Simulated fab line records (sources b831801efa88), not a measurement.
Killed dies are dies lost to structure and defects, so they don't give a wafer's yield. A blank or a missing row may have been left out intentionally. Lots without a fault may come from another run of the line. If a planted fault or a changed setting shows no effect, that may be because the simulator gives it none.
Which tool was responsible? :: flow gf180mcu :: 13 lots with 39 wafers sampled at 5 steps, on a route of 602 steps

WHAT THE GAUGES READ, wafer by wafer
GF_V4_THK_MEAS_03. Usual: V4_CVD_02_THK 850 nm, standard deviation 13.
lot: L468
measured: day 23 22:05
on: filmMetro-04
V4_CVD_02_THK (nm): 829 848 860
flag: 

lot: L469
measured: day 24 01:53
on: filmMetro-02
V4_CVD_02_THK (nm): 836 847 865
flag: 

lot: L472
measured: day 25 09:25
on: filmMetro-01
V4_CVD_02_THK (nm): 858 874 861
flag: 

lot: L473
measured: day 25 13:29
on: filmMetro-02
V4_CVD_02_THK (nm): 841 852 851
flag: 

lot: L474
measured: day 25 22:47
on: filmMetro-01
V4_CVD_02_THK (nm): 862 851 880
flag: 

lot: L475
measured: day 26 02:41
on: filmMetro-04
V4_CVD_02_THK (nm): 853 836 867
flag: 

lot: L483
measured: day 28 17:55
on: filmMetro-01
V4_CVD_02_THK (nm): 862 863 859
flag: 

lot: L484
measured: day 28 21:27
on: filmMetro-02
V4_CVD_02_THK (nm): 814 839 820
flag: 

lot: L485
measured: day 29 03:29
on: filmMetro-02
V4_CVD_02_THK (nm): 846 862 857
flag: 

lot: L486
measured: day 29 11:19
on: filmMetro-02
V4_CVD_02_THK (nm): 844 835 852
flag: 

lot: L487
measured: day 29 19:12
on: filmMetro-01
V4_CVD_02_THK (nm): 847 853 839
flag: 

lot: L488
measured: day 30 07:16
on: filmMetro-04
V4_CVD_02_THK (nm): 856 850 860
flag: 

lot: L490
measured: day 30 14:07
on: filmMetro-04
V4_CVD_02_THK (nm): 847 848 855
flag: 

GF_MIM_THK_MEAS_06. Usual: MIM_CVD_05_THK 42.2 nm, standard deviation 0.62.
lot: L468
measured: day 24 22:40
on: filmMetro-03
MIM_CVD_05_THK (nm): 42.3 42.4 42.2
flag: 

lot: L469
measured: day 25 02:26
on: filmMetro-02
MIM_CVD_05_THK (nm): 43.0 41.5 42.1
flag: 

lot: L472
measured: day 26 09:10
on: filmMetro-02
MIM_CVD_05_THK (nm): 41.5 42.1 42.3
flag: 

lot: L473
measured: day 26 11:16
on: filmMetro-04
MIM_CVD_05_THK (nm): 84.0 85.6 85.4
flag: OFF

lot: L474
measured: day 26 22:43
on: filmMetro-03
MIM_CVD_05_THK (nm): 84.4 85.2 85.7
flag: OFF

lot: L475
measured: day 27 01:27
on: filmMetro-04
MIM_CVD_05_THK (nm): 83.3 83.2 84.4
flag: OFF

lot: L483
measured: day 29 14:40
on: filmMetro-04
MIM_CVD_05_THK (nm): 41.5 42.3 42.0
flag: 

lot: L484
measured: day 29 19:09
on: filmMetro-03
MIM_CVD_05_THK (nm): 42.1 41.2 42.5
flag: 

lot: L485
measured: day 30 00:06
on: filmMetro-03
MIM_CVD_05_THK (nm): 42.3 42.9 42.7
flag: 

lot: L486
measured: day 30 08:14
on: filmMetro-04
MIM_CVD_05_THK (nm): 42.6 42.4 42.6
flag: 

lot: L487
measured: day 30 15:48
on: filmMetro-03
MIM_CVD_05_THK (nm): 42.0 42.9 42.8
flag: 

lot: L488
measured: day 31 03:27
on: filmMetro-03
MIM_CVD_05_THK (nm): 42.2 41.2 42.2
flag: 

lot: L490
measured: day 31 09:57
on: filmMetro-03
MIM_CVD_05_THK (nm): 40.9 41.8 42.0
flag: 

EACH LOT AND THE TOOL THAT RAN IT (in order: tool; ch and the chambers of the sampled wafers; start)
lot: L468
GF_V4_ETCH_16: rieDiel-01 ch 1,2, day 24 21:03
GF_MIM_SPUTTER_04: pvdSputter-01, day 24 22:35
GF_MIM_CVD_05: pecvd-02 ch 0,1,2, day 24 22:38

lot: L469
GF_V4_ETCH_16: rieDiel-02 ch 0,1,3, day 25 00:22
GF_MIM_SPUTTER_04: pvdSputter-03, day 25 02:22
GF_MIM_CVD_05: pecvd-04 ch 0,2, day 25 02:25

lot: L472
GF_V4_ETCH_16: rieDiel-02 ch 1,3, day 26 07:33
GF_MIM_SPUTTER_04: pvdSputter-03, day 26 09:05
GF_MIM_CVD_05: pecvd-03 ch 0,2, day 26 09:08

lot: L473
GF_V4_ETCH_16: rieDiel-03 ch 0,1,3, day 26 09:28
GF_MIM_SPUTTER_04: pvdSputter-01, day 26 11:00
GF_MIM_CVD_05: pecvd-03 ch 1,2, day 26 11:02

lot: L474
GF_V4_ETCH_16: rieDiel-02 ch 1,2,3, day 26 20:51
GF_MIM_SPUTTER_04: pvdSputter-03, day 26 22:23
GF_MIM_CVD_05: pecvd-03 ch 0,1,2, day 26 22:26

lot: L475
GF_V4_ETCH_16: rieDiel-02 ch 1,3, day 26 23:37
GF_MIM_SPUTTER_04: pvdSputter-04, day 27 01:11
GF_MIM_CVD_05: pecvd-04 ch 0,1, day 27 01:13

lot: L483
GF_V4_ETCH_16: rieDiel-03 ch 1,2, day 29 13:03
GF_MIM_SPUTTER_04: pvdSputter-04, day 29 14:35
GF_MIM_CVD_05: pecvd-02 ch 1,2, day 29 14:38

lot: L484
GF_V4_ETCH_16: rieDiel-02 ch 1,2,3, day 29 17:33
GF_MIM_SPUTTER_04: pvdSputter-01, day 29 19:05
GF_MIM_CVD_05: pecvd-03 ch 0,1,2, day 29 19:07

lot: L485
GF_V4_ETCH_16: rieDiel-01 ch 0,1,3, day 29 22:27
GF_MIM_SPUTTER_04: pvdSputter-03, day 30 00:01
GF_MIM_CVD_05: pecvd-04 ch 1,2, day 30 00:04

lot: L486
GF_V4_ETCH_16: rieDiel-02 ch 1,2,3, day 30 06:36
GF_MIM_SPUTTER_04: pvdSputter-03, day 30 08:09
GF_MIM_CVD_05: pecvd-03 ch 0,2, day 30 08:11

lot: L487
GF_V4_ETCH_16: rieDiel-01 ch 0,1,3, day 30 14:03
GF_MIM_SPUTTER_04: pvdSputter-04, day 30 15:43
GF_MIM_CVD_05: pecvd-04 ch 1,2, day 30 15:46

lot: L488
GF_V4_ETCH_16: rieDiel-01 ch 2,3, day 31 01:49
GF_MIM_SPUTTER_04: pvdSputter-03, day 31 03:23
GF_MIM_CVD_05: pecvd-02 ch 0,1, day 31 03:25

lot: L490
GF_V4_ETCH_16: rieDiel-02 ch 1,2, day 31 08:21
GF_MIM_SPUTTER_04: pvdSputter-03, day 31 09:53
GF_MIM_CVD_05: pecvd-02 ch 0,2, day 31 09:55
- GF_V4_ETCH_16: etches BARC in N2/H2.
- GF_MIM_SPUTTER_04: material TiN, target thk 50 nm, time 41.7 s.
- GF_MIM_CVD_05: deposits Si3N4, target thk 42 nm, time 29.086 s.

WHAT THE TOOLS THEMSELVES READ (means of the sampled wafers that have a number; where no wafer has one, the mark that the record gives instead)
GF_V4_ETCH_16. Usual: drypumpMotorCurrentA 5.7 A, standard deviation 0.35; oesProductAu 0.856 a.u., standard deviation 0.0051; throttleValvePct 13.225 %, standard deviation 0.0094.
lot: L468
tool: rieDiel-01
drypumpMotorCurrentA (A): 5.4
oesProductAu (a.u.): 0.861
throttleValvePct (%): 13.231
flag: 

lot: L469
tool: rieDiel-02
drypumpMotorCurrentA (A): 5.7
oesProductAu (a.u.): 0.855
throttleValvePct (%): 13.219
flag: 

lot: L472
tool: rieDiel-02
drypumpMotorCurrentA (A): 5.4
oesProductAu (a.u.): 0.862
throttleValvePct (%): 13.228
flag: 

lot: L473
tool: rieDiel-03
drypumpMotorCurrentA (A): 5.6
oesProductAu (a.u.): 0.855
throttleValvePct (%): 13.232
flag: 

lot: L474
tool: rieDiel-02
drypumpMotorCurrentA (A): 5.6
oesProductAu (a.u.): 0.856
throttleValvePct (%): 13.226
flag: 

lot: L475
tool: rieDiel-02
drypumpMotorCurrentA (A): 5.4
oesProductAu (a.u.): 0.857
throttleValvePct (%): 13.224
flag: 

lot: L483
tool: rieDiel-03
drypumpMotorCurrentA (A): 5.2
oesProductAu (a.u.): 0.855
throttleValvePct (%): 13.225
flag: 

lot: L484
tool: rieDiel-02
drypumpMotorCurrentA (A): 5.6
oesProductAu (a.u.): 0.850
throttleValvePct (%): 13.226
flag: 

lot: L485
tool: rieDiel-01
drypumpMotorCurrentA (A): 5.8
oesProductAu (a.u.): 0.854
throttleValvePct (%): 13.227
flag: 

lot: L486
tool: rieDiel-02
drypumpMotorCurrentA (A): 5.6
oesProductAu (a.u.): 0.854
throttleValvePct (%): 13.224
flag: 

lot: L487
tool: rieDiel-01
drypumpMotorCurrentA (A): 5.9
oesProductAu (a.u.): 0.854
throttleValvePct (%): 13.231
flag: 

lot: L488
tool: rieDiel-01
drypumpMotorCurrentA (A): 5.5
oesProductAu (a.u.): 0.857
throttleValvePct (%): 13.229
flag: 

lot: L490
tool: rieDiel-02
drypumpMotorCurrentA (A): 5.7
oesProductAu (a.u.): 0.858
throttleValvePct (%): 13.221
flag: 

GF_MIM_SPUTTER_04. Usual: throttleValvePct 30.3 %, standard deviation 1.3.
lot: L468
tool: pvdSputter-01
throttleValvePct (%): 30.0
flag: 

lot: L469
tool: pvdSputter-03
throttleValvePct (%): 30.2
flag: 

lot: L472
tool: pvdSputter-03
throttleValvePct (%): 30.1
flag: 

lot: L473
tool: pvdSputter-01
throttleValvePct (%): 30.1
flag: 

lot: L474
tool: pvdSputter-03
throttleValvePct (%): 30.0
flag: 

lot: L475
tool: pvdSputter-04
throttleValvePct (%): 31.0
flag: 

lot: L483
tool: pvdSputter-04
throttleValvePct (%): 30.9
flag: 

lot: L484
tool: pvdSputter-01
throttleValvePct (%): 29.9
flag: 

lot: L485
tool: pvdSputter-03
throttleValvePct (%): 30.0
flag: 

lot: L486
tool: pvdSputter-03
throttleValvePct (%): 30.1
flag: 

lot: L487
tool: pvdSputter-04
throttleValvePct (%): 30.8
flag: 

lot: L488
tool: pvdSputter-03
throttleValvePct (%): 32.5
flag: 

lot: L490
tool: pvdSputter-03
throttleValvePct (%): 30.9
flag: 

GF_MIM_CVD_05. Usual: heaterPowerW 636 W, standard deviation 81.
lot: L468
tool: pecvd-02
heaterPowerW (W): 614
flag: 

lot: L469
tool: pecvd-04
heaterPowerW (W): 577
flag: 

lot: L472
tool: pecvd-03
heaterPowerW (W): 747
flag: 

lot: L473
tool: pecvd-03
heaterPowerW (W): 608
flag: 

lot: L474
tool: pecvd-03
heaterPowerW (W): 653
flag: 

lot: L475
tool: pecvd-04
heaterPowerW (W): 643
flag: 

lot: L483
tool: pecvd-02
heaterPowerW (W): 532
flag: 

lot: L484
tool: pecvd-03
heaterPowerW (W): 676
flag: 

lot: L485
tool: pecvd-04
heaterPowerW (W): 630
flag: 

lot: L486
tool: pecvd-03
heaterPowerW (W): 655
flag: 

lot: L487
tool: pecvd-04
heaterPowerW (W): 623
flag: 

lot: L488
tool: pecvd-02
heaterPowerW (W): 657
flag: 

lot: L490
tool: pecvd-02
heaterPowerW (W): 627
flag: 

THE ANSWER, worked out from the rows above alone
Rule: a lot is off if the mean of its wafers that have a number lies more than 3 standard deviations from the usual mean. Also off: a lot with no number at a reading for which 4 or more lots have one. All remaining lots with rows at the step are treated as sound. First the gauges in route order, then the tools' own readings, where a lot's mean is used as printed above. The first step at which some lot is off is used, and at that step the reading that is off furthest; a lot without a number counts as furthest.
Off: L473, L474, L475, at GF_MIM_THK_MEAS_06 (MIM_CVD_05_THK).
If a tool, at a process step before that reading, ran all the lots that are off and no sound lot after the first of them, it fits. Those tools and the gauges at GF_MIM_THK_MEAS_06 are tried in the same way. Of those tried, none fits.

WHAT THE SIMULATOR HAD PUT IN
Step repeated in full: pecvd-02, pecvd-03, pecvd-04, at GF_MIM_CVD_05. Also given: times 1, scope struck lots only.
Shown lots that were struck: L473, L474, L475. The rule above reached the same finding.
